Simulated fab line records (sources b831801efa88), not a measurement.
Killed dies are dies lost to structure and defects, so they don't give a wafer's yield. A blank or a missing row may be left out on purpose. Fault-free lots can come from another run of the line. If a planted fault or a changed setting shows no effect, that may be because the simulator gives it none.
A single fault, viewed from 2 desks / flow gf180mcu / only its own numbers are on each desk; what lay behind them is given at the end

## THE TOOL OWNER'S DESK: implanter-02
The tool's own readings at GF_MVPSD_IMPLANT_08, given as means over the sampled wafers that have a number, one for each lot that went through this tool. The brackets show how far a lot's mean lies from the usual mean; more than 4 standard deviations puts the lot out of limits, marked OUT.
Columns: A = dose_ions_cm2 at GF_MVPSD_IMPLANT_08, usual 1.4998e+13; B = faraday_current_uA at GF_MVPSD_IMPLANT_08, usual 84.8
lot=L908; first seen here=day 6 07:14; A=1.4997e+13; B=84.3
lot=L914; first seen here=day 7 17:50; A=3.8500e+12 (-99 or more) OUT; B=21.8 (-39) OUT
lot=L917; first seen here=day 8 12:46; A=3.8310e+12 (-99 or more) OUT; B=21.4 (-40) OUT
This desk finds L914, L917 out of limits, L914 being first, at day 7 17:50 (dose_ions_cm2 at GF_MVPSD_IMPLANT_08). L908 stayed within limits.

## METROLOGY DESK
Means of the sampled wafers that have a number, per lot and without regard to the tool the lot ran on: this is what the gauges read. The brackets show how far a lot's mean lies from the usual mean; more than 4 standard deviations puts the lot out of limits, marked OUT.
Columns: A = MVPSD_TW at GF_MVPSD_TW_MEAS_11, usual 554; B = VT_IMPLANT_TW at GF_VT_IMPLANT_TW_MEAS_10, usual 564; C = VT_IMPLANT_2_TW at GF_VT_IMPLANT_TW_MEAS_21, usual 1218; D = MVPSD_RS at GF_VT_IMPLANT_RS_MEAS_49, usual 1168 ohm/sq
lot=L904; first seen here=day 5 06:20; A=557; B=561; C=1225; D=1168
lot=L906; first seen here=day 5 19:04; A=559; B=565; C=1221; D=1169
lot=L907; first seen here=day 6 01:31; A=554; B=566; C=1229; D=1164
lot=L908; first seen here=day 6 07:35; A=551; B=557; C=1227; D=1172
lot=L912; first seen here=day 7 07:17; A=553; B=563; C=1213; D=1174
lot=L914; first seen here=day 7 18:14; A=414 (-41) OUT; B=565; C=1224; D=2184 (+99 or more) OUT
lot=L917; first seen here=day 8 13:09; A=410 (-42) OUT; B=561; C=1211; D=2173 (+99 or more) OUT
lot=L920; first seen here=day 9 06:17; A=555; B=567; C=1208; D=1165
lot=L921; first seen here=day 9 13:05; A=556; B=560; C=1204; D=1167
lot=L922; first seen here=day 9 16:41; A=556; B=568; C=1221; D=1165
lot=L924; first seen here=day 10 06:46; A=555; B=566; C=1228; D=1165
lot=L926; first seen here=day 10 17:07; A=551; B=570; C=1214; D=1171
This desk's finding: out of limits on L914, L917; first on L914, day 7 18:14 (MVPSD_TW at GF_MVPSD_TW_MEAS_11). L904, L906, L907, L908, L912, L920, L921, L922, L924, L926 stayed within limits.

## TAKEN TOGETHER
The tool owner's desk could have raised an alarm at day 7 17:50, on L914, L917.
L914, L917 would have let the metrology desk raise an alarm at day 7 18:14.
On implanter-02, each named lot ran GF_MVPSD_IMPLANT_08.

## WHAT THE SIMULATOR HAD PUT IN
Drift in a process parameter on implanter-02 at GF_MVPSD_IMPLANT_08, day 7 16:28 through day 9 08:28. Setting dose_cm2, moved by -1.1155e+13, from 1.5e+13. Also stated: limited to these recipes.
Struck lots among those shown: L914, L917.
Time in hours from fault onset to the first out-of-limits reading at each desk: tool owner's desk 1, metrology desk 2.
